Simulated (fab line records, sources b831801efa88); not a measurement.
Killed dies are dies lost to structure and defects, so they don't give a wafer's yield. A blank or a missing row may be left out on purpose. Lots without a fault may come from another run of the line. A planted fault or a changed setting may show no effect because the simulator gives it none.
Which tool did it? | flow sky130 | 12 lots, 36 wafers sampled, at 5 steps of a route of 708

WHAT THE GAUGES READ, wafer by wafer
The record holds no reading of a measuring or inspecting step that can be judged against a usual standard deviation.

WHICH TOOL RAN EACH LOT (tool, then ch and the chambers of the sampled wafers, then the start)
lot  | SKY_SONOS_ONO_STRIP_17               | SKY_METAL4_DESCUM_15              | SKY_VIA4_ETCH_12                   | SKY_PASSIVATION_STRIP_12             | SKY_PAD_OPEN_PROBE_99
L636 | plasma_asher-02 ch 0,1, day 12 11:01 | rie_metal-03 ch 0,1, day 41 10:48 | rie_diel-04 ch 0,2,3, day 42 11:11 | plasma_asher-02 ch 0,1, day 44 09:55 | prober-01, day 45 09:42
L637 | plasma_asher-01 ch 0,1, day 12 20:48 | rie_metal-03 ch 0,1, day 42 03:49 | rie_diel-02 ch 1,2, day 43 04:15   | plasma_asher-04 ch 0,1, day 45 03:01 | -
L639 | plasma_asher-02 ch 0,1, day 13 13:16 | rie_metal-01 ch 0,1, day 42 09:38 | rie_diel-02 ch 1,2, day 43 09:41   | plasma_asher-04 ch 1, day 45 07:43   | -
L642 | plasma_asher-01 ch 0,1, day 14 19:53 | rie_metal-03 ch 0,1, day 43 13:34 | rie_diel-04 ch 2,3, day 44 13:29   | plasma_asher-04 ch 0,1, day 46 10:23 | -
L643 | plasma_asher-04 ch 0,1, day 15 10:53 | rie_metal-01 ch 0,1, day 43 23:40 | rie_diel-02 ch 0,2,3, day 44 23:14 | plasma_asher-04 ch 0,1, day 46 19:52 | prober-01, day 47 15:26
L644 | plasma_asher-01 ch 1, day 16 12:23   | rie_metal-01 ch 0,1, day 44 19:40 | rie_diel-01 ch 0,2,3, day 45 18:09 | plasma_asher-03 ch 0,1, day 47 09:25 | prober-02, day 48 01:52
L645 | plasma_asher-04 ch 0,1, day 16 12:43 | rie_metal-01 ch 0,1, day 44 21:59 | rie_diel-01 ch 0,1, day 45 20:38   | plasma_asher-03 ch 0,1, day 47 11:32 | prober-01, day 48 07:20
L647 | plasma_asher-04 ch 0,1, day 16 23:06 | rie_metal-02 ch 0, day 45 03:23   | rie_diel-02 ch 0,2,3, day 46 02:18 | plasma_asher-04 ch 0,1, day 47 14:07 | -
L653 | plasma_asher-04 ch 0,1, day 18 23:07 | rie_metal-01 ch 0,1, day 46 17:40 | rie_diel-04 ch 1,2, day 47 11:00   | plasma_asher-03 ch 0,1, day 49 03:38 | prober-01, day 49 23:37
L654 | plasma_asher-04 ch 0,1, day 18 23:59 | rie_metal-01 ch 0,1, day 46 19:32 | rie_diel-01 ch 0,1, day 47 11:24   | plasma_asher-04 ch 0,1, day 49 04:28 | prober-02, day 50 00:05
L655 | plasma_asher-02 ch 0,1, day 19 04:48 | rie_metal-02 ch 0,1, day 47 07:01 | rie_diel-04 ch 2,3, day 47 23:42   | plasma_asher-02 ch 0,1, day 49 14:22 | prober-01, day 50 09:10
L656 | plasma_asher-01 ch 0,1, day 19 21:22 | rie_metal-01 ch 0,1, day 47 09:18 | rie_diel-02 ch 0,1,3, day 48 05:44 | plasma_asher-02 ch 0,1, day 49 19:57 | -
- SKY_SONOS_ONO_STRIP_17: strips in O2/N2.
- SKY_METAL4_DESCUM_15: chemistry O2, time 8 s.
- SKY_VIA4_ETCH_12: etches SiO2 in C4F8/O2/Ar, stops on TiN, target depth 580 nm.
- SKY_PASSIVATION_STRIP_12: strips in O2/N2.
- SKY_PAD_OPEN_PROBE_99

WHAT THE TOOLS THEMSELVES READ (means of the sampled wafers that have a number; where no wafer has one, the mark that the record gives instead)
SKY_SONOS_ONO_STRIP_17. Usual: drypump_motor_current_A 5.6 A, standard deviation 0.4; oes_product_au 0.709 a.u., standard deviation 0.0046; strip_time_to_endpoint_s 14.11 s, standard deviation 0.039.
lot  | tool            | drypump_motor_current_A (A) | oes_product_au (a.u.) | strip_time_to_endpoint_s (s) | flag
L636 | plasma_asher-02 | 5.6                         | 0.704                 | 14.08                        |
L637 | plasma_asher-01 | 5.4                         | 0.708                 | 14.12                        |
L639 | plasma_asher-02 | 5.5                         | 0.709                 | 14.06                        |
L642 | plasma_asher-01 | 5.5                         | 0.706                 | 14.12                        |
L643 | plasma_asher-04 | 5.4                         | 0.707                 | 14.14                        |
L644 | plasma_asher-01 | 5.7                         | 0.708                 | 14.11                        |
L645 | plasma_asher-04 | 5.8                         | 0.712                 | 14.08                        |
L647 | plasma_asher-04 | 5.8                         | 0.709                 | 14.10                        |
L653 | plasma_asher-04 | 5.8                         | 0.709                 | 14.13                        |
L654 | plasma_asher-04 | 5.9                         | 0.712                 | 14.16                        |
L655 | plasma_asher-02 | 5.5                         | 0.707                 | 14.01                        |
L656 | plasma_asher-01 | 5.5                         | 0.711                 | 14.12                        |

SKY_METAL4_DESCUM_15. Usual: drypump_motor_current_A 5.90 A, standard deviation 0.18; oes_product_au 1.000 a.u., standard deviation 0.0091; rf_fwd_power_W 146.9 W, standard deviation 0.56.
lot  | tool         | drypump_motor_current_A (A) | oes_product_au (a.u.) | rf_fwd_power_W (W) | flag
L636 | rie_metal-03 | 5.72                        | 0.993                 | 147.5              |
L637 | rie_metal-03 | 5.75                        | 1.005                 | 146.8              |
L639 | rie_metal-01 | 5.83                        | 0.994                 | 147.1              |
L642 | rie_metal-03 | 5.73                        | 1.007                 | 147.7              |
L643 | rie_metal-01 | 5.92                        | 1.008                 | 147.2              |
L644 | rie_metal-01 | 5.83                        | 1.001                 | 146.8              |
L645 | rie_metal-01 | 5.79                        | 1.004                 | 146.6              |
L647 | rie_metal-02 | 6.17                        | 0.991                 | 147.4              |
L653 | rie_metal-01 | 5.91                        | 1.003                 | 146.8              |
L654 | rie_metal-01 | 5.84                        | 1.004                 | 147.3              |
L655 | rie_metal-02 | 5.97                        | 0.996                 | 146.5              |
L656 | rie_metal-01 | 5.95                        | 1.002                 | 147.0              |

SKY_VIA4_ETCH_12. Usual: bias_w 1200 W, standard deviation 3.5; oes_product_au 0.925 a.u., standard deviation 0.0048; rf_fwd_power_W 1489 W, standard deviation 4.6.
lot  | tool        | bias_w (W) | oes_product_au (a.u.) | rf_fwd_power_W (W) | flag
L636 | rie_diel-04 | 1199       | 0.927                 | 1487               |
L637 | rie_diel-02 | 1203       | 0.925                 | 1485               |
L639 | rie_diel-02 | 1203       | 0.926                 | 1491               |
L642 | rie_diel-04 | 1202       | 0.927                 | 1489               |
L643 | rie_diel-02 | 1201       | 0.926                 | 1487               |
L644 | rie_diel-01 | 1199       | 0.927                 | 1495               |
L645 | rie_diel-01 | 1202       | 0.923                 | 1487               |
L647 | rie_diel-02 | 1199       | 0.924                 | 1491               |
L653 | rie_diel-04 | 1202       | 0.920                 | 1488               |
L654 | rie_diel-01 | 1200       | 0.928                 | 1488               |
L655 | rie_diel-04 | 1203       | 0.922                 | 1491               |
L656 | rie_diel-02 | 1200       | 0.927                 | 1488               |

SKY_PASSIVATION_STRIP_12. Usual: drypump_motor_current_A 5.5 A, standard deviation 0.44; oes_product_au 0.661 a.u., standard deviation 0.0044; strip_time_to_endpoint_s 31.53 s, standard deviation 0.13.
lot  | tool            | drypump_motor_current_A (A) | oes_product_au (a.u.) | strip_time_to_endpoint_s (s) | flag
L636 | plasma_asher-02 | 5.5                         | 0.661                 | 31.48                        |
L637 | plasma_asher-04 | 5.4                         | 0.661                 | 31.58                        |
L639 | plasma_asher-04 | 5.0                         | 0.661                 | 31.59                        |
L642 | plasma_asher-04 | 5.4                         | 0.663                 | 31.56                        |
L643 | plasma_asher-04 | 5.4                         | 0.659                 | 31.38                        |
L644 | plasma_asher-03 | 5.3                         | 0.660                 | 31.44                        |
L645 | plasma_asher-03 | 5.3                         | 0.661                 | 31.64                        |
L647 | plasma_asher-04 | 5.4                         | 0.661                 | 31.41                        |
L653 | plasma_asher-03 | 5.1                         | 0.658                 | 31.61                        |
L654 | plasma_asher-04 | 5.4                         | 0.664                 | 31.37                        |
L655 | plasma_asher-02 | 5.5                         | 0.663                 | 31.64                        |
L656 | plasma_asher-02 | 5.6                         | 0.662                 | 31.56                        |

SKY_PAD_OPEN_PROBE_99. Usual: killed_at_M0_to_M3 44, standard deviation 6.4; killed_at_M4_up 3.6, standard deviation 2.1; killed_at_contacts 23, standard deviation 5.1; killed_at_front_end 15, standard deviation 4.3; killed_at_other 0.3, standard deviation 0.56; killed_dies 86, standard deviation 9; killed_on_rim 17, standard deviation 3.3; killed_open 47, standard deviation 6.4; killed_short 39, standard deviation 5.8.
lot  | tool      | killed_at_M0_to_M3 | killed_at_M4_up | killed_at_contacts | killed_at_front_end | killed_at_other | killed_dies | killed_on_rim | killed_open | killed_short | flag
L636 | prober-01 | 42                 | 3.0             | 22                 | 17                  | 0.0             | 85          | 18            | 46          | 39           |
L643 | prober-01 | 46                 | 3.3             | 20                 | 11                  | 0.7             | 81          | 13            | 46          | 36           |
L644 | prober-02 | 45                 | 3.7             | 17                 | 12                  | 0.3             | 78          | 12            | 42          | 36           |
L645 | prober-01 | 47                 | 3.3             | 22                 | 16                  | 0.3             | 89          | 14            | 51          | 39           |
L653 | prober-01 | 44                 | 3.7             | 26                 | 52                  | 0.0             | 125         | 26            | 53          | 34           | OFF
L654 | prober-02 | 43                 | 2.7             | 19                 | 53                  | 0.3             | 117         | 23            | 43          | 34           | OFF
L655 | prober-01 | 43                 | 5.3             | 23                 | 18                  | 0.3             | 90          | 17            | 48          | 41           |

THE ANSWER, worked out from the rows above alone
Rule: a lot is off if the mean of its wafers that have a number lies more than 3 standard deviations from the usual mean. A lot without any number at a reading at which 4 lots or more have one is off too. The other lots that the step has rows for count as sound. The gauges are gone through in route order, then the tools' own readings, and for those a lot's mean is taken as printed above. The first step at which some lot is off is used, and at that step the reading that is off furthest; a lot without a number counts as furthest.
Off: L653, L654, at SKY_PAD_OPEN_PROBE_99 (killed_at_front_end). Neither off nor sound, because the step has no rows for them: L637, L639, L642, L647, L656.
A tool fits if, at that step or a process step before it, it ran every lot that is off, and no sound lot after the first of them. Can't be told from this: 2 tools fit, plasma_asher-04 at SKY_SONOS_ONO_STRIP_17, rie_metal-01 at SKY_METAL4_DESCUM_15.

WHAT THE SIMULATOR HAD PUT IN
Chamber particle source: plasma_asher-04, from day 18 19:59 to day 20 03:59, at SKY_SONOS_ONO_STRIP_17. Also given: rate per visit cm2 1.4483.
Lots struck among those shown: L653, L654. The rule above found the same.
